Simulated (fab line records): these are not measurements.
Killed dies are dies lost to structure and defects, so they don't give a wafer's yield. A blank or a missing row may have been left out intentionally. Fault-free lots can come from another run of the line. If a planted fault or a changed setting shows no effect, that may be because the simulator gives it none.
fab line records	flow sky130
record lots=6	wafers=18	last_day=49
route steps=708 shown PWDE@48 NWELL@56 VT_ADJUST_HVTP@85 PAD_OPEN@708
lots that met no fault: taken from a fault-free run of the same line
start_h: hours from the record's first day to the start of the lot's first wafer shown	wait_h: hours elapsed since this lot's preceding step	" the same as in the row above	L1.1+2: a single row standing in for several wafers	- no value, or no start was given	* or withheld: withheld	< > ~ a bound
route shown NAME@n: NAME is a module with steps in the file, n the number in the route of the first one	usual: mean and standard deviation over wafers with no fault	same: alike in all rows	chamber/n: place in a boat	sites: readings site by site	_std_site: standard deviation of those values	_edge_site: the outer-site mean with the inner-site mean subtracted	radius_mm: for every site, how far away it sits from the centre of the wafer	mask NAME#n: copy n	behind: the last tool/chamber to shape the wafer	hold: what put the lot on hold/how long, in hours/how the hold closed	device: names the non-switching transistor (n, p or np)	end of line: the tests these same wafers got at the end of their route	where a step has no rows: the recipe by itself	killed: not the wafer's yield, but the dies lost to structure and defects at the first sort	map: dies across one wafer; x = killed, . = not, _ = none there
set.NAME: the setting as run; set.NAME@STEP: as run at that earlier step	model.NAME: the simulator's own value behind a step, which no gauge read
lots seen at some steps along the route; tables by step, rows by wafer
services: when a tool's chamber went out of use (start_h, in hours from the record's first day, below 0 if earlier), for how many hours, and the reason
## steps
# step SKY_PWDE_SOFTBAKE_03
# recipe temp_c=110	time_s=withheld
# step SKY_PWDE_EXPOSE_04
# recipe mask_id=PWDEM	na=0.6	source_shape=conventional	sigma_outer=0.6	polarization=unpolarized	target_cd_nm=840	dose_mj=214
# step SKY_PWDE_PEB_05
# recipe temp_c=115	time_s=withheld
# step SKY_PWDE_DEVELOP_06
# recipe wall_angle_deg=90	developer=TMAH	develop_time_s=60	dev_temp_c=23
# step SKY_PWDE_OVL_MEAS_07
# usual PWDE_OVL=0.1/1.2
lot.wafer	tool	chamber	start_h	wait_h	PWDE_OVL[nm]
L508.2	overlay-02	-	71.51	-	0.6
L508.4	"	-	"	"	0.0
L508.5	"	-	"	"	0.0
L511.2	overlay-02	-	86.90	-	0.0
L511.3	"	-	"	"	-0.5
L511.6	"	-	"	"	-0.4
L513.1	overlay-02	-	98.25	-	-0.1
L513.3	"	-	"	"	-0.3
L513.4	"	-	"	"	-0.5
L516.3	overlay-02	-	128.21	-	-1.8
L516.5	"	-	"	"	0.0
L516.6	"	-	"	"	-0.4
L523.1	overlay-02	-	153.15	-	1.1
L523.4	"	-	"	"	0.4
L523.6	"	-	"	"	1.7
L525.1	overlay-01	-	163.78	-	-2.1
L525.5	"	-	"	"	-3.0
L525.6	"	-	"	"	-1.2
# step SKY_PWDE_IMPLANT_08
# recipe species=B	energy_kev=150	dose_cm2=3.6e+12	tilt_deg=withheld
# step SKY_PWDE_STRIP_09
# recipe chemistry=O2/N2	power_w=1400	pressure_mtorr=1500	platen_temp_c=withheld	o2_flow_sccm=3000	n2_flow_sccm=300	overash_fraction=0.5
# usual drypump_motor_current_A=6.1/0.3	o2_flow_sccm=3001/8.7	oes_product_au=0.723/0.0047	strip_time_to_endpoint_s=36.92/0.11
lot.wafer	tool	chamber	start_h	wait_h	drypump_motor_current_A	o2_flow_sccm	oes_product_au	rf_hours_counter_h	strip_time_to_endpoint_s
L508.2	plasma_asher-04	1	71.69	0.1	6.0	3007	0.722	26	36.74
L508.4	"	0	"	"	6.5	3006	0.716	-	36.71
L508.5	"	0	"	"	6.5	3005	0.720	-	36.66
L511.2	plasma_asher-01	1	87.08	0.1	5.7	3009	0.721	38	36.90
L511.3	"	1	"	"	5.7	3002	0.721	-	36.98
L511.6	"	1	"	"	5.7	2999	0.720	-	36.89
L513.1	plasma_asher-04	1	98.43	0.1	6.0	3000	0.720	29	37.16
L513.3	"	0	"	"	6.5	3004	0.718	-	37.13
L513.4	"	1	"	"	6.0	2997	0.720	-	37.09
L516.3	plasma_asher-03	1	128.42	0.1	5.8	2994	0.717	-	36.85
L516.5	"	1	"	"	5.8	2982	0.717	-	36.94
L516.6	"	0	"	"	6.1	3003	0.723	-	36.90
L523.1	plasma_asher-04	1	153.34	0.1	6.0	2996	0.719	34	37.01
L523.4	"	1	"	"	6.0	3001	0.717	-	36.96
L523.6	"	0	"	"	6.5	3006	0.725	-	36.95
L525.1	plasma_asher-01	1	163.97	0.1	5.7	3014	0.722	46	36.95
L525.5	"	0	"	"	6.5	3008	0.722	-	36.73
L525.6	"	1	"	"	5.7	3021	0.727	-	36.84
# step SKY_PWDE_TW_MEAS_10
# usual PWDE_TW=375.6/2.9
lot.wafer	tool	chamber	start_h	wait_h	PWDE_TW
L508.2	film_metro-03	-	71.80	0.1	375.2
L508.4	"	-	"	"	374.5
L508.5	"	-	"	"	371.8
L511.2	film_metro-04	-	87.19	0.1	375.3
L511.3	"	-	"	"	375.2
L511.6	"	-	"	"	376.9
L513.1	film_metro-04	-	98.53	0.1	376.8
L513.3	"	-	"	"	378.8
L513.4	"	-	"	"	376.2
L516.3	film_metro-01	-	128.50	0.1	374.3
L516.5	"	-	"	"	375.5
L516.6	"	-	"	"	374.4
L523.1	film_metro-03	-	153.44	0.1	372.2
L523.4	"	-	"	"	371.5
L523.6	"	-	"	"	371.2
L525.1	film_metro-03	-	164.07	0.1	369.5
L525.5	"	-	"	"	371.3
L525.6	"	-	"	"	370.6
# step SKY_NWELL_DEHYDRATE_03
# recipe temp_c=200	time_s=60
# step SKY_NWELL_HMDS_04
# recipe prime_time_s=60	prime_temp_c=120
# step SKY_NWELL_COAT_05
# recipe spin_rpm=2000	resist_thk_nm=3000
# step SKY_NWELL_SOFTBAKE_06
# recipe temp_c=110	time_s=withheld
# step SKY_NWELL_EXPOSE_07
# recipe mask_id=NWM	na=0.6	source_shape=conventional	sigma_outer=0.6	polarization=unpolarized	target_cd_nm=840	dose_mj=255
# usual focus_offset_nm=0.0/0.54	reticle_temp_C=22.98/0.12
lot.wafer	tool	chamber	start_h	wait_h	mask	focus_offset_nm	reticle_temp_C
L508.2	iline_stepper-02	0	80.43	-	NWM#0	0.2	23.06
L508.4	"	0	"	"	NWM#0	0.0	23.00
L508.5	"	0	"	"	NWM#0	0.5	23.22
L511.2	iline_stepper-01	0	94.49	-	NWM#0	-0.5	22.97
L511.3	"	0	"	"	NWM#0	-0.5	23.06
L511.6	"	0	"	"	NWM#0	-0.4	23.40
L513.1	iline_stepper-01	0	107.67	-	NWM#0	0.5	22.90
L513.3	"	0	"	"	NWM#0	0.2	22.93
L513.4	"	0	"	"	NWM#0	-0.5	22.94
L516.3	iline_stepper-01	0	138.53	-	NWM#0	-0.9	23.04
L516.5	"	0	"	"	NWM#0	-0.2	22.98
L516.6	"	0	"	"	NWM#0	-1.1	22.92
L523.1	iline_stepper-02	0	163.65	-	NWM#0	-0.5	22.89
L523.4	"	0	"	"	NWM#0	-0.5	22.96
L523.6	"	0	"	"	NWM#0	0.0	23.08
L525.1	iline_stepper-02	0	174.91	-	NWM#0	0.6	22.92
L525.5	"	0	"	"	NWM#0	-0.7	22.99
L525.6	"	0	"	"	NWM#0	-0.4	22.85
# step SKY_NWELL_PEB_08
# recipe temp_c=115	time_s=withheld
# step SKY_NWELL_DEVELOP_09
# recipe wall_angle_deg=90	developer=TMAH	develop_time_s=60	dev_temp_c=23
# step SKY_NWELL_OVL_MEAS_10
# usual NWELL_00_OVL=0.1/1.4
lot.wafer	tool	chamber	start_h	wait_h	NWELL_00_OVL[nm]
L508.2	overlay-01	-	89.19	-	1.5
L508.4	"	-	"	"	2.3
L508.5	"	-	"	"	-0.5
L511.2	overlay-01	-	103.60	-	2.0
L511.3	"	-	"	"	1.1
L511.6	"	-	"	"	0.5
L513.1	overlay-02	-	116.43	-	0.8
L513.3	"	-	"	"	3.0
L513.4	"	-	"	"	1.8
L516.3	overlay-02	-	148.61	-	1.9
L516.5	"	-	"	"	0.5
L516.6	"	-	"	"	2.5
L523.1	overlay-01	-	174.42	-	-0.7
L523.4	"	-	"	"	-1.1
L523.6	"	-	"	"	-1.5
L525.1	overlay-01	-	185.27	-	-1.0
L525.5	"	-	"	"	-1.4
L525.6	"	-	"	"	-0.9
# step SKY_NWELL_IMPLANT_11
# recipe species=P	energy_kev=400	dose_cm2=1.9e+13	tilt_deg=withheld
# step SKY_NWELL_IMPLANT_12
# recipe species=P	energy_kev=120	dose_cm2=1.3e+12	tilt_deg=withheld
# step SKY_NWELL_IMPLANT_13
# recipe species=P	energy_kev=50	dose_cm2=7e+11	tilt_deg=withheld
# step SKY_NWELL_STRIP_14
# recipe chemistry=O2/N2	power_w=1400	pressure_mtorr=1500	platen_temp_c=withheld	o2_flow_sccm=3000	n2_flow_sccm=300	overash_fraction=0.5
# usual drypump_motor_current_A=6.1/0.49	o2_flow_sccm=3000/8.8	oes_product_au=0.722/0.005	strip_time_to_endpoint_s=36.90/0.094
lot.wafer	tool	chamber	start_h	wait_h	drypump_motor_current_A	o2_flow_sccm	oes_product_au	rf_hours_counter_h	strip_time_to_endpoint_s
L508.2	plasma_asher-02	1	89.67	0.1	6.6	2996	0.718	37	36.90
L508.4	"	1	"	"	6.6	3008	0.722	-	36.89
L508.5	"	1	"	"	6.6	3007	0.709	-	36.84
L511.2	plasma_asher-01	0	104.08	0.1	6.5	3010	0.730	39	36.98
L511.3	"	1	"	"	5.7	2993	0.712	-	36.95
L511.6	"	0	"	"	6.5	2997	0.728	-	36.93
L513.1	plasma_asher-04	1	116.92	0.1	6.0	3004	0.723	31	36.92
L513.3	"	0	"	"	6.5	3006	0.733	-	36.96
L513.4	"	1	"	"	6.0	2988	0.723	-	36.99
L516.3	plasma_asher-01	0	149.12	0.1	6.5	2983	0.724	-	36.98
L516.5	"	1	"	"	5.7	3002	0.723	-	36.97
L516.6	"	0	"	"	6.5	2994	0.716	-	36.88
L523.1	plasma_asher-02	0	174.91	0.1	5.1	3007	0.725	5	36.85
L523.4	"	1	"	"	6.6	3000	0.720	-	36.78
L523.6	"	1	"	"	6.6	2983	0.719	-	36.84
L525.1	plasma_asher-04	0	185.76	0.1	6.6	2992	0.715	38	36.91
L525.5	"	1	"	"	6.0	2992	0.718	-	36.88
L525.6	"	0	"	"	6.5	2997	0.720	-	36.92
# step SKY_NWELL_TW_MEAS_15
# usual NWELL_TW=1828/12
lot.wafer	tool	chamber	start_h	wait_h	NWELL_TW
L508.2	film_metro-04	-	89.78	0.1	1830
L508.4	"	-	"	"	1838
L508.5	"	-	"	"	1841
L511.2	film_metro-01	-	104.19	0.1	1822
L511.3	"	-	"	"	1823
L511.6	"	-	"	"	1816
L513.1	film_metro-03	-	117.02	0.1	1851
L513.3	"	-	"	"	1836
L513.4	"	-	"	"	1845
L516.3	film_metro-04	-	149.20	0.1	1834
L516.5	"	-	"	"	1836
L516.6	"	-	"	"	1839
L523.1	film_metro-03	-	175.01	0.1	1805
L523.4	"	-	"	"	1818
L523.6	"	-	"	"	1812
L525.1	film_metro-03	-	185.86	0.1	1805
L525.5	"	-	"	"	1817
L525.6	"	-	"	"	1810
# step SKY_NWELL_DEHYDRATE_16
# recipe temp_c=200	time_s=60
# step SKY_NWELL_HMDS_17
# recipe prime_time_s=60	prime_temp_c=120
# step SKY_NWELL_COAT_18
# recipe spin_rpm=2000	resist_thk_nm=3000
# step SKY_NWELL_SOFTBAKE_19
# recipe temp_c=110	time_s=withheld
# step SKY_NWELL_EXPOSE_20
# recipe mask_id=NWM_COMPLEMENT	na=0.6	source_shape=conventional	sigma_outer=0.6	polarization=unpolarized	target_cd_nm=840	dose_mj=260
# step SKY_NWELL_PEB_21
# recipe temp_c=115	time_s=withheld
# step SKY_NWELL_DEVELOP_22
# recipe wall_angle_deg=90	developer=TMAH	develop_time_s=60	dev_temp_c=23
# step SKY_NWELL_OVL_MEAS_23
# usual NWELL_01_OVL=0.5/1.2
lot.wafer	tool	chamber	start_h	wait_h	NWELL_01_OVL[nm]
L508.2	overlay-02	-	107.13	-	-0.5
L508.4	"	-	"	"	-1.7
L508.5	"	-	"	"	0.1
L511.2	overlay-02	-	122.80	-	-0.6
L511.3	"	-	"	"	-0.7
L511.6	"	-	"	"	-0.8
L513.1	overlay-01	-	135.72	-	1.0
L513.3	"	-	"	"	1.6
L513.4	"	-	"	"	0.5
L516.3	overlay-02	-	169.06	-	1.2
L516.5	"	-	"	"	0.4
L516.6	"	-	"	"	1.9
L523.1	overlay-02	-	195.25	-	2.5
L523.4	"	-	"	"	0.6
L523.6	"	-	"	"	1.9
L525.1	overlay-02	-	206.18	-	2.2
L525.5	"	-	"	"	1.4
L525.6	"	-	"	"	0.2
# step SKY_NWELL_IMPLANT_24
# recipe species=B	energy_kev=140	dose_cm2=9.2e+12	tilt_deg=withheld
# step SKY_NWELL_STRIP_25
# recipe chemistry=O2/N2	power_w=1400	pressure_mtorr=1500	platen_temp_c=withheld	o2_flow_sccm=3000	n2_flow_sccm=300	overash_fraction=0.5
# usual drypump_motor_current_A=6.0/0.57	o2_flow_sccm=3000/8.9	oes_product_au=0.722/0.0045	strip_time_to_endpoint_s=36.87/0.083
lot.wafer	tool	chamber	start_h	wait_h	drypump_motor_current_A	o2_flow_sccm	oes_product_au	rf_hours_counter_h	strip_time_to_endpoint_s
L508.2	plasma_asher-04	1	107.31	0.1	6.0	2995	0.717	30	36.83
L508.4	"	1	"	"	6.0	3004	0.725	-	36.78
L508.5	"	0	"	"	6.5	2999	0.724	-	36.86
L511.2	plasma_asher-02	0	122.98	0.1	5.1	3008	0.727	0	36.90
L511.3	"	0	"	"	5.1	2989	0.716	-	36.80
L511.6	"	0	"	"	5.1	3011	0.725	-	36.85
L513.1	plasma_asher-02	0	136.06	0.2	5.1	3016	0.715	2	36.83
L513.3	"	1	"	"	6.6	2996	0.720	-	36.79
L513.4	"	0	"	"	5.1	3005	0.734	-	36.83
L516.3	plasma_asher-01	0	169.27	0.1	6.5	2997	0.719	-	36.84
L516.5	"	1	"	"	5.7	3012	0.719	-	36.89
L516.6	"	0	"	"	6.5	2987	0.734	-	36.81
L523.1	plasma_asher-01	1	195.43	0.1	5.7	3001	0.725	49	36.92
L523.4	"	0	"	"	6.5	2995	0.716	-	36.86
L523.6	"	0	"	"	6.5	3003	0.724	-	36.87
L525.1	plasma_asher-04	0	206.52	0.2	6.5	3005	0.722	40	36.94
L525.5	"	1	"	"	6.0	3000	0.719	-	36.90
L525.6	"	0	"	"	6.5	2996	0.728	-	36.90
# step SKY_NWELL_TW_MEAS_26
# usual NWELL_2_TW=498/3.5
lot.wafer	tool	chamber	start_h	wait_h	NWELL_2_TW
L508.2	film_metro-01	-	107.42	0.1	495
L508.4	"	-	"	"	497
L508.5	"	-	"	"	497
L511.2	film_metro-03	-	123.09	0.1	499
L511.3	"	-	"	"	499
L511.6	"	-	"	"	501
L513.1	film_metro-04	-	136.16	0.1	499
L513.3	"	-	"	"	501
L513.4	"	-	"	"	501
L516.3	film_metro-03	-	169.35	0.1	495
L516.5	"	-	"	"	498
L516.6	"	-	"	"	495
L523.1	film_metro-04	-	195.53	0.1	501
L523.4	"	-	"	"	501
L523.6	"	-	"	"	503
L525.1	film_metro-01	-	206.62	0.1	497
L525.5	"	-	"	"	497
L525.6	"	-	"	"	497
# step SKY_NWELL_CLEAN_27
# recipe chemistry=SC1/SC2	mix=1:4:20	temp_c=70	time_s=150	dry=n2_spin
# step SKY_NWELL_RTA_28
# recipe temp_c=1050	time_s=30	idle_temp_c=650	ramp_up_c_per_s=150	ramp_down_c_per_s=90	ambient=N2
# usual lamp_power_pct=25.30/0.051	ramp_up_c_per_s=150.00/0.028	wafer_temp_C_max=1054.8/0.95
lot.wafer	tool	chamber	start_h	wait_h	lamp_power_pct	ramp_up_c_per_s	wafer_temp_C_max
L508.2	rtp_anneal-02	0	107.54	0.0	25.25	150.04	1054.2
L508.4	"	0	"	"	25.35	149.94	1054.7
L508.5	"	0	"	"	25.23	150.00	1054.2
L511.2	rtp_anneal-02	0	123.21	0.0	25.23	150.00	1054.5
L511.3	"	0	"	"	25.28	150.03	1054.2
L511.6	"	0	"	"	25.32	150.06	1053.6
L513.1	rtp_anneal-02	0	136.27	0.0	25.24	150.01	1053.9
L513.3	"	0	"	"	25.29	149.98	1053.6
L513.4	"	0	"	"	25.27	150.00	1054.1
L516.3	rtp_anneal-01	0	169.48	0.0	25.35	149.95	1054.8
L516.5	"	0	"	"	25.33	150.00	1053.3
L516.6	"	0	"	"	25.32	149.99	1056.1
L523.1	rtp_anneal-02	0	195.64	0.0	25.25	149.95	1054.4
L523.4	"	0	"	"	25.36	149.99	1054.5
L523.6	"	0	"	"	25.20	150.03	1054.8
L525.1	rtp_anneal-02	0	206.73	0.0	25.27	150.06	1055.8
L525.5	"	0	"	"	25.21	149.96	1054.0
L525.6	"	0	"	"	25.34	150.01	1054.4
# step SKY_NWELL_RS_MEAS_29
# recipe thk_meas_gauge=four-point-probe
# usual NWELL_RS=625.4/1.7
lot.wafer	tool	chamber	start_h	wait_h	NWELL_RS[ohm/sq]
L508.2	film_metro-03	-	107.64	0.1	626.9
L508.4	"	-	"	"	626.7
L508.5	"	-	"	"	627.4
L511.2	film_metro-04	-	123.31	0.1	624.0
L511.3	"	-	"	"	624.7
L511.6	"	-	"	"	627.2
L513.1	film_metro-03	-	136.37	0.1	625.1
L513.3	"	-	"	"	623.7
L513.4	"	-	"	"	622.9
L516.3	film_metro-03	-	169.59	0.1	627.7
L516.5	"	-	"	"	627.3
L516.6	"	-	"	"	627.3
L523.1	film_metro-03	-	195.74	0.1	628.5
L523.4	"	-	"	"	627.3
L523.6	"	-	"	"	628.7
L525.1	film_metro-04	-	206.83	0.1	624.9
L525.5	"	-	"	"	624.1
L525.6	"	-	"	"	622.3
# step SKY_NWELL_RS_MEAS_31
# recipe thk_meas_gauge=four-point-probe
# usual PWDE_RS=5286/17
lot.wafer	tool	chamber	start_h	wait_h	PWDE_RS[ohm/sq]
L508.2	film_metro-03	-	107.88	0.1	5290
L508.4	"	-	"	"	5286
L508.5	"	-	"	"	5274
L511.2	film_metro-04	-	123.55	0.1	5295
L511.3	"	-	"	"	5313
L511.6	"	-	"	"	5321
L513.1	film_metro-03	-	136.61	0.1	5289
L513.3	"	-	"	"	5269
L513.4	"	-	"	"	5270
L516.3	film_metro-03	-	169.83	0.1	5309
L516.5	"	-	"	"	5291
L516.6	"	-	"	"	5294
L523.1	film_metro-03	-	195.98	0.1	5254
L523.4	"	-	"	"	5258
L523.6	"	-	"	"	5256
L525.1	film_metro-04	-	207.07	0.1	5293
L525.5	"	-	"	"	5267
L525.6	"	-	"	"	5284
# step SKY_VT_ADJUST_HVTP_DEHYDRATE_00
# recipe temp_c=200	time_s=60
# step SKY_VT_ADJUST_HVTP_HMDS_01
# recipe prime_time_s=60	prime_temp_c=120
# step SKY_VT_ADJUST_HVTP_COAT_02
# recipe resist=NOVOLAK	spin_rpm=3000	resist_thk_nm=1140
# step SKY_VT_ADJUST_HVTP_SOFTBAKE_03
# recipe temp_c=90	time_s=60	resist=NOVOLAK
# step SKY_VT_ADJUST_HVTP_EXPOSE_04
# recipe mask_id=HVTPM	na=0.6	source_shape=conventional	sigma_outer=0.6	polarization=unpolarized	target_cd_nm=380	dose_mj=140
# step SKY_PAD_OPEN_PROBE_99
# usual killed_at_M0_to_M3=43/7.3	killed_at_M4_up=3.2/1.9	killed_at_contacts=25/5.4	killed_at_front_end=16/4.4	killed_at_other=0.4/0.66	killed_dies=87/11	killed_open=48/7.9	killed_short=39/6.5
# same gross_dies=492	killed_at_back_side=0
lot.wafer	tool	chamber	start_h	wait_h	killed_at_M0_to_M3	killed_at_M4_up	killed_at_contacts	killed_at_front_end	killed_at_other	killed_dies	killed_open	killed_short	model.etest.nfet_16v.r_on_ohm_um	model.etest.res_nwell.line_ohm_um	model.etest.res_nwell.width_nm	model.etest.res_iso_pwell.width_nm	model.etest.pfet_16v.drive_ua_um	model.etest.iso_nwell_nwell.leak_log10_a_um
L508.2	prober-02	-	1090.87	0.1	36	4	22	14	0	76	41	35	1.399e+04	1150	834.1	2652	240.7	-13.74
L508.4	prober-02	-	1090.97	0.2	34	5	20	17	0	76	46	28	1.417e+04	1174	845	2668	237.6	-13.64
L508.5	prober-02	-	1091.02	0.2	43	5	20	12	1	81	36	44	1.406e+04	1117	842	2657	244.5	-13.66
L511.2	prober-02	-	1107.57	0.1	41	2	19	22	2	86	46	39	1.414e+04	1156	841.8	2653	245.3	-13.62
L511.3	prober-02	-	1107.62	0.2	46	2	34	13	0	95	61	34	1.407e+04	1159	842.8	2670	245	-13.69
L511.6	prober-02	-	1107.77	0.2	58	2	31	22	0	113	59	54	1.416e+04	1134	840.2	2654	247.7	-13.74
L513.1	prober-02	-	1118.87	0.1	35	4	37	11	1	88	40	48	1.376e+04	1238	831.8	2652	248.5	-13.89
L513.3	prober-02	-	1118.97	0.2	36	1	28	16	0	81	45	36	1.384e+04	1179	832.7	2648	251.1	-13.82
L513.4	prober-02	-	1119.02	0.2	46	1	30	20	0	97	52	45	1.375e+04	1146	826	2665	253.6	-13.98
L516.3	prober-02	-	1155.37	0.2	44	2	20	11	0	77	47	30	1.403e+04	1242	851.6	2632	237.5	-13.78
L516.5	prober-02	-	1155.47	0.2	40	1	23	17	0	81	49	31	1.418e+04	1208	848	2653	236.7	-13.78
L516.6	prober-02	-	1155.52	0.2	52	7	22	22	0	103	61	41	1.414e+04	1249	850.3	2656	235.4	-13.84
L523.1	prober-01	-	1178.44	0.1	42	4	18	20	1	85	48	37	1.335e+04	1045	950.6	2583	230	-12.69
L523.4	prober-01	-	1178.59	0.2	49	0	27	17	0	93	50	43	1.367e+04	1117	863.9	2640	245.6	-13.62
L523.6	prober-01	-	1178.69	0.2	45	3	27	21	0	96	47	49	1.373e+04	1087	876.3	2617	242	-13.35
L525.1	prober-01	-	1185.49	0.1	47	4	29	12	0	92	54	38	1.39e+04	1070	885.8	2607	241.2	-12.28
L525.5	prober-01	-	1185.69	0.2	47	4	31	28	1	111	67	44	1.408e+04	1056	915	2581	229.9	-12.49
L525.6	prober-01	-	1185.74	0.2	31	2	25	11	0	69	39	29	1.38e+04	1042	909.2	2591	239.5	-12.14
# killed by level:class
L508.2 VIA3:geometric_particle:open=7 VIA1:geometric_particle:open=6 CONTACT:geometric_particle:open=6 CONTACT:geometric_particle:short=6 VIA2:geometric_particle:short=6 FIELD_ISO:geometric_particle:open=5 METAL2:geometric_particle:short=5 LOCAL_INTERCONNECT:geometric_particle:short=4
L508.4 LI_CONTACT:geometric_particle:open=10 VIA1:geometric_particle:open=8 VIA3:geometric_particle:open=6 VIA2:geometric_particle:open=6 CONTACT:geometric_particle:open=5 FIELD_ISO:geometric_particle:short=4 POLY_GATE:geometric_particle:short=4 VIA1:geometric_particle:short=4
L508.5 METAL2:geometric_particle:short=10 LI_CONTACT:geometric_particle:open=7 VIA1:geometric_particle:open=7 CONTACT:geometric_particle:short=6 METAL1:geometric_particle:short=6 VIA2:geometric_particle:open=5 VIA1:geometric_particle:short=5 FIELD_ISO:geometric_particle:short=4
L511.2 POLY_GATE:geometric_particle:open=9 CONTACT:geometric_particle:open=9 VIA3:geometric_particle:open=7 VIA3:geometric_particle:short=6 VIA1:geometric_particle:open=6 POLY_GATE:geometric_particle:short=5 CONTACT:geometric_particle:short=5 VIA1:geometric_particle:short=5
L511.3 CONTACT:geometric_particle:open=16 VIA1:geometric_particle:open=10 CONTACT:geometric_particle:short=8 VIA2:geometric_particle:open=8 METAL2:geometric_particle:short=7 VIA3:geometric_particle:open=6 LI_CONTACT:geometric_particle:open=4 METAL1:geometric_particle:short=4
L511.6 VIA1:geometric_particle:open=12 CONTACT:geometric_particle:open=10 VIA3:geometric_particle:open=10 METAL2:geometric_particle:short=8 METAL1:geometric_particle:short=8 LI_CONTACT:geometric_particle:open=7 FIELD_ISO:geometric_particle:short=6 VIA1:geometric_particle:short=6
L513.1 CONTACT:geometric_particle:open=11 LI_CONTACT:geometric_particle:open=8 LOCAL_INTERCONNECT:geometric_particle:short=8 CONTACT:geometric_particle:short=8 METAL2:geometric_particle:short=6 POLY_GATE:geometric_particle:short=5 VIA1:geometric_particle:open=5 VIA2:geometric_particle:open=5
L513.3 CONTACT:geometric_particle:open=10 VIA1:geometric_particle:open=9 FIELD_ISO:geometric_particle:open=7 LI_CONTACT:geometric_particle:open=7 LOCAL_INTERCONNECT:geometric_particle:short=7 METAL1:geometric_particle:short=6 VIA1:geometric_particle:short=5 FIELD_ISO:geometric_particle:short=4
L513.4 VIA1:geometric_particle:open=10 CONTACT:geometric_particle:open=9 METAL1:geometric_particle:short=7 FIELD_ISO:geometric_particle:open=6 LOCAL_INTERCONNECT:geometric_particle:short=6 VIA3:geometric_particle:open=6 VIA1:geometric_particle:short=6 VIA2:geometric_particle:open=6
L516.3 VIA1:geometric_particle:open=8 CONTACT:geometric_particle:open=7 VIA2:geometric_particle:open=7 LI_CONTACT:geometric_particle:open=5 METAL1:geometric_particle:short=5 VIA3:geometric_particle:open=5 FIELD_ISO:geometric_particle:open=4 SPACER:geometric_particle:open=4
L516.5 VIA1:geometric_particle:open=14 CONTACT:geometric_particle:open=7 FIELD_ISO:geometric_particle:open=6 LI_CONTACT:geometric_particle:open=6 VIA1:geometric_particle:short=5 FIELD_ISO:geometric_particle:short=4 METAL1:geometric_particle:short=4 LOCAL_INTERCONNECT:geometric_particle:short=4
L516.6 VIA1:geometric_particle:open=15 VIA3:geometric_particle:open=9 FIELD_ISO:geometric_particle:short=7 CONTACT:geometric_particle:open=7 LI_CONTACT:geometric_particle:open=7 VIA1:geometric_particle:short=6 VIA2:geometric_particle:open=6 FIELD_ISO:geometric_particle:open=5
L523.1 VIA1:geometric_particle:open=15 CONTACT:geometric_particle:open=9 METAL1:geometric_particle:short=8 FIELD_ISO:geometric_particle:short=6 FIELD_ISO:geometric_particle:open=5 METAL2:geometric_particle:short=5 LI_CONTACT:geometric_particle:open=5 VIA1:geometric_particle:short=5
L523.4 CONTACT:geometric_particle:open=14 VIA1:geometric_particle:open=10 VIA2:geometric_particle:open=10 LOCAL_INTERCONNECT:geometric_particle:short=6 VIA3:geometric_particle:short=5 VIA2:geometric_particle:short=5 METAL3:geometric_particle:short=5 VIA3:geometric_particle:open=5
L523.6 VIA1:geometric_particle:open=11 LI_CONTACT:geometric_particle:open=10 CONTACT:geometric_particle:open=7 METAL1:geometric_particle:short=7 VIA1:geometric_particle:short=6 FIELD_ISO:geometric_particle:open=5 POLY_GATE:geometric_particle:short=4 LOCAL_INTERCONNECT:geometric_particle:short=4
L525.1 VIA1:geometric_particle:open=12 CONTACT:geometric_particle:open=10 METAL1:geometric_particle:short=8 LI_CONTACT:geometric_particle:open=7 METAL2:geometric_particle:short=7 VIA2:geometric_particle:open=5 FIELD_ISO:geometric_particle:short=4 METAL1:geometric_particle:open=4
L525.5 CONTACT:geometric_particle:open=14 VIA2:geometric_particle:open=14 VIA1:geometric_particle:open=12 FIELD_ISO:geometric_particle:short=11 LI_CONTACT:geometric_particle:open=9 FIELD_ISO:geometric_particle:open=6 POLY_GATE:geometric_particle:short=6 METAL1:geometric_particle:short=5
L525.6 VIA1:geometric_particle:open=11 LI_CONTACT:geometric_particle:open=9 CONTACT:geometric_particle:open=6 POLY_GATE:geometric_particle:open=4 LOCAL_INTERCONNECT:geometric_particle:short=4 METAL1:geometric_particle:short=4 FIELD_ISO:geometric_particle:short=3 LI_CONTACT:geometric_particle:short=3
## services
tool	chamber	start_h	hours	kind
plasma_asher-01	-	47.82	15.6	pm
iline_stepper-01	-	52.50	1.7	pm
iline_stepper-02	0	100.27	-	calibration
plasma_asher-02	-	108.75	9.0	pm
plasma_asher-02	0	108.75	9.0	vent_cycle
plasma_asher-02	1	108.75	9.0	vent_cycle
plasma_asher-02	0	117.75	-	clean
plasma_asher-02	1	117.75	-	clean
plasma_asher-04	-	126.98	0.7	repair
rtp_anneal-01	-	136.13	3.4	pm
iline_stepper-01	-	144.83	0.8	repair
plasma_asher-04	-	145.75	2.8	pm
iline_stepper-01	0	147.31	-	calibration
iline_stepper-01	-	166.07	0.6	repair
iline_stepper-02	-	203.89	1.7	pm
## key
first_sign none at tools or gauges
model_effect step=SKY_PAD_OPEN_PROBE_99	value=etest.nfet_16v.r_on_ohm_um	without=1.399e+04	struck=1.376e+04
met_at SKY_NWELL_EXPOSE_07
struck_wafers L523.1,L523.4,L523.6,L525.1,L525.5,L525.6
tester_left_out L523,L525
onset_between 80.43 163.65
also_fits time
fault kind=process_parameter_drift	tool=iline_stepper-02	chamber=-	onset_h=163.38	steps=SKY_NWELL_EXPOSE_07	channel=focus_nm	offset=668.69	spread_by_wafer=0.3	shape=step	end_h=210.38
# tester_left_out: of these lots the tester's yield and bins aren't shown, on N5 and GAA mostly nor the transistor test; their killed dies are dies lost to structure and defects alone, not to doping, threshold or leakage, so they don't give the yield
